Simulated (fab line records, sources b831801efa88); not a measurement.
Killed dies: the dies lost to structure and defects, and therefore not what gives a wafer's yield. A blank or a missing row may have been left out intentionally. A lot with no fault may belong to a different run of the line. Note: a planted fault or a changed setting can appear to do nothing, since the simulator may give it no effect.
A single fault, viewed from 2 desks / flow sky130 / what lay behind the numbers comes last; until then each desk has only its own

METROLOGY DESK
What the gauges read for every lot (on any tool): the sampled wafers with a number, averaged. If a lot's mean is further than 4 standard deviations from the usual mean, the lot is out of limits and carries the mark OUT (the distance appears in the brackets).
Columns: A = LDD_HVN_TW at SKY_LDD_HVN_TW_MEAS_10, usual 1441; B = LI_CONTACT_OVL at SKY_LI_CONTACT_OVL_MEAS_13, usual 1 nm; C = METAL2_ALCU_RS at SKY_METAL2_RS_MEAS_05, usual 0.1262 ohm/sq; D = METAL2_ALCU_THK at SKY_METAL2_THK_MEAS_06, usual 254 nm
lot=L452; first seen here=day 20 11:34; A=1453; B=3; C=0.1260; D=255
lot=L454; first seen here=day 21 11:39; A=1439; B=5; C=0.1252; D=254
lot=L455; first seen here=day 21 17:10; A=1439; B=-1; C=0.1262; D=251
lot=L456; first seen here=day 22 03:13; A=1436; B=-2; C=0.1256; D=254
lot=L457; first seen here=day 22 19:37; A=1443; B=1; C=0.1266; D=254
lot=L463; first seen here=day 25 03:03; A=1439; B=2; C=0.1272; D=251
lot=L466; first seen here=day 26 06:46; A=1442; B=10; C=0.1458 (+13) OUT; D=224 (-9.8) OUT
lot=L469; first seen here=day 26 20:31; A=1439; B=-2; C=0.1241; D=256
lot=L473; first seen here=day 28 18:02; A=1439; B=0; C=0.1263; D=253
lot=L474; first seen here=day 29 03:14; A=1438; B=-1; C=0.1277; D=251
Per this desk, out of limits: L466; the first was L466, day 39 09:40 (METAL2_ALCU_RS at SKY_METAL2_RS_MEAS_05). Within limits: L452, L454, L455, L456, L457, L463, L469, L473, L474.

THE TOOL OWNER'S DESK: pvd_sputter-04
The tool's own readings at SKY_METAL2_SPUTTER_02 (material AlCu, target thk 250 nm, time 13.3 s): means of the sampled wafers that have a number, for each lot that ran on this tool. If a lot's mean is further than 4 standard deviations from the usual mean, the lot is out of limits and carries the mark OUT (the distance appears in the brackets).
Columns: A = throttle_valve_pct at SKY_METAL2_SPUTTER_02, usual 29.5 %
lot=L452; first seen here=day 34 11:02; A=29.8
lot=L455; first seen here=day 35 10:29; A=29.9
lot=L457; first seen here=day 36 09:22; A=29.3
lot=L466; first seen here=day 39 09:32; A=29.6
This desk's finding: nothing out of limits on any of the 4 lots.

BROUGHT TOGETHER
On L466, the metrology desk was in a position to raise an alarm at day 39 09:40.
Nothing out of limits was seen by the tool owner's desk.
Tool owner's desk: L466 on record, inside its limits.
Every lot named ran SKY_METAL2_SPUTTER_02 on pvd_sputter-04.

WHAT THE SIMULATOR HAD PUT IN
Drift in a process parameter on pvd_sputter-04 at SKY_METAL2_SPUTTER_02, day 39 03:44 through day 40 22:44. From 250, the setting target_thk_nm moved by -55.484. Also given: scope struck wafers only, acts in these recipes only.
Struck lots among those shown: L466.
Delay in hours, fault start to first out-of-limits reading, per desk: metrology desk 6.
